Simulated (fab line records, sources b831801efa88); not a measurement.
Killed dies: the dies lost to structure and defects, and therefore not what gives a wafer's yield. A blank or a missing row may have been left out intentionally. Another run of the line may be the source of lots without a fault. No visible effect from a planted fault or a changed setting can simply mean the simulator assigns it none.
A struck lot beside a sound one + flow sky130 + 29 steps out of a route of 708
Sound: wafers L682.2, L682.3, L682.5. Wafers L690.2, L690.4, L690.5 were the ones struck. Last of all comes the cause.
Per side, at each step with rows, come the tool, then ch with its chambers, and then its first start. Under that, the readings that differ: sound wafers + struck wafers + difference of the means + sigmas: that difference in standard deviations of wafers without a fault.
alike: words and numbers the same on both sides, and readings whose means are apart by under 2 such deviations; not compared: readings that were withheld, readings missing a value for some wafer, numbers with overlapping values and no deviation given by the record, and bounds like >300 which may hide the same value.
Wherever a step has rows on one side only, a row that says differs or no value, or a row with sigmas, the two part there. Numbers that don't overlap but have no deviation are shown without sigmas and don't part them. Lack of a reading on every wafer of one side parts them only where that side has two or more wafers.

SKY_POLY_GATE_CD_MEAS_13: target cd 150 nm.
  sound on cd-sem-01, day 17 18:12; struck on cd-sem-02, day 19 09:12
| reading    | sound             | struck            | difference | sigmas |
|------------|-------------------|-------------------|------------|--------|
| cd-nm (nm) | 150.9 151.3 150.5 | 146.4 146.2 143.8 | -5.4       | -3     |
SKY_POLY_GATE_OVL_MEAS_14:
  sound on overlay-01, day 17 18:19; struck on overlay-01, day 19 09:19
  alike: POLY_GATE_OVL
SKY_POLY_GATE_ETCH_15: etches BARC in N2/H2, stops on SiO2, time 118.5 s, target depth 110 nm.
  sound on rie-diel-04 ch 0,2, day 17 18:20; struck on rie-diel-03 ch 1,3, day 19 09:20
  alike: bias-w, drypump-motor-current-A, n2-flow-sccm, oes-product-au, throttle-valve-pct
  not compared: rf-hours-counter-h
SKY_POLY_GATE_ETCH_16: etches Si3N4 in CH3F/O2, stops on poly-Si, time 147.5 s, target depth 75 nm.
  sound on rie-diel-04 ch 0,2, day 17 18:25; struck on rie-diel-03 ch 1,3, day 19 09:25
  alike: bias-w, drypump-motor-current-A, oes-product-au, throttle-valve-pct
  not compared: rf-hours-counter-h
SKY_POLY_GATE_ETCH_17: etches poly-Si in HBr/Cl2, stops on SiO2, target depth 180 nm, time 70.5 s.
  sound on rie-si-02 ch 1,3, day 17 18:31; struck on rie-si-02 ch 2,3, day 19 09:31
  alike: bias-w, drypump-motor-current-A, oes-product-au, throttle-valve-pct
  not compared: rf-hours-counter-h
SKY_POLY_GATE_STRIP_18: strips in O2/N2.
  sound on plasma-asher-04 ch 0,1, day 17 18:35; struck on plasma-asher-03 ch 0,1, day 19 09:35
| reading                      | sound          | struck         | difference | sigmas |
|------------------------------|----------------|----------------|------------|--------|
| strip-time-to-endpoint-s (s) | 3.23 3.19 3.17 | 3.07 3.13 3.11 | -0.09      | -2     |
  alike: drypump-motor-current-A, n2-flow-sccm, oes-product-au
  not compared: rf-hours-counter-h
then, 2 steps without rows for these wafers: SKY_POLY_GATE_CLEAN_19 (cleans in SC1/SC2, time 150 s); SKY_POLY_GATE_OXIDATION_20 (stabilise 600 s, purge 300 s, target thk 4 nm).
SKY_POLY_GATE_THK_MEAS_21:
  sound on film-metro-03, day 17 21:16; struck on film-metro-04, day 19 12:05
  alike: POLY_GATE_OXIDATION_THK
SKY_POLY_GATE_CD_MEAS_22:
  sound on cd-sem-02, day 17 21:20; struck on cd-sem-01, day 19 12:10
| reading    | sound             | struck            | difference | sigmas |
|------------|-------------------|-------------------|------------|--------|
| cd-nm (nm) | 151.2 149.6 150.0 | 145.8 144.4 142.3 | -6.1       | -3     |
then, 2 steps without rows for these wafers: SKY_LDD_N_DEHYDRATE_00 (time 60 s); SKY_LDD_N_HMDS_01 (prime time 60 s).
SKY_LDD_N_COAT_02: resist thk 300 nm.
  sound on litho-track-04 ch 0, day 18 12:34; struck on litho-track-04 ch 0, day 20 04:07
| reading                                    | sound             | struck            | difference | sigmas |
|--------------------------------------------|-------------------|-------------------|------------|--------|
| model.NOVOLAK_of_LDD_N_COAT_02.thk-nm (nm) | 299.5 300.3 300.6 | 346.7 346.5 345.9 | +46.2      |        |
then, 3 steps without rows for these wafers: SKY_LDD_N_SOFTBAKE_03 (time 60 s); SKY_LDD_N_EXPOSE_04 (exposes mask NTM, target cd 840 nm); SKY_LDD_N_PEB_05.
SKY_LDD_N_DEVELOP_06: develop time 60 s.
  sound on litho-track-04 ch 0, day 19 03:55; struck on litho-track-01 ch 0, day 20 17:55
| reading                                    | sound             | struck            | difference | sigmas |
|--------------------------------------------|-------------------|-------------------|------------|--------|
| model.NOVOLAK_of_LDD_N_COAT_02.thk-nm (nm) | 299.1 299.9 300.2 | 346.3 346.1 345.5 | +46.2      |        |
SKY_LDD_N_OVL_MEAS_07:
  sound on overlay-01, day 19 04:02; struck on overlay-02, day 20 18:03
  alike: LDD_N_OVL
then, 8 steps without rows for these wafers: SKY_LDD_N_IMPLANT_08; SKY_LDD_N_IMPLANT_09; SKY_LDD_N_IMPLANT_10; SKY_LDD_N_IMPLANT_11; SKY_LDD_N_IMPLANT_12; SKY_LDD_N_IMPLANT_13; SKY_LDD_N_IMPLANT_14; SKY_LDD_N_IMPLANT_15.
SKY_LDD_N_STRIP_16: strips in O2/N2.
  sound on plasma-asher-04 ch 0,1, day 19 05:16; struck on plasma-asher-04 ch 0,1, day 20 19:17
| reading                      | sound             | struck            | difference | sigmas |
|------------------------------|-------------------|-------------------|------------|--------|
| oes-product-au (a.u.)        | 0.419 0.416 0.405 | 0.430 0.433 0.432 | +0.018     | +4     |
| strip-time-to-endpoint-s (s) | 4.302 4.318 4.331 | 4.900 4.908 4.894 | +0.584     | +36    |
  alike: drypump-motor-current-A, n2-flow-sccm
  not compared: rf-hours-counter-h
SKY_LDD_N_TW_MEAS_17:
  sound on film-metro-03, day 19 05:23; struck on film-metro-04, day 20 19:23
  alike: LDD_N_TW
-- the record jumps here: 27 days lie between the struck wafers' starts before and after (it left off in module LDD_N and takes up again in module PAD_OPEN, whose first step shown is number 708 of the route) --
SKY_PAD_OPEN_PROBE_99:
  rows exist in the record for the struck wafers here (prober-01, day 48 06:09), but not for the sound ones

== WHERE THEY PART ==
At SKY_POLY_GATE_CD_MEAS_13 first; at SKY_PAD_OPEN_PROBE_99 last (within this record only).

WHY: what had been put in by the simulator
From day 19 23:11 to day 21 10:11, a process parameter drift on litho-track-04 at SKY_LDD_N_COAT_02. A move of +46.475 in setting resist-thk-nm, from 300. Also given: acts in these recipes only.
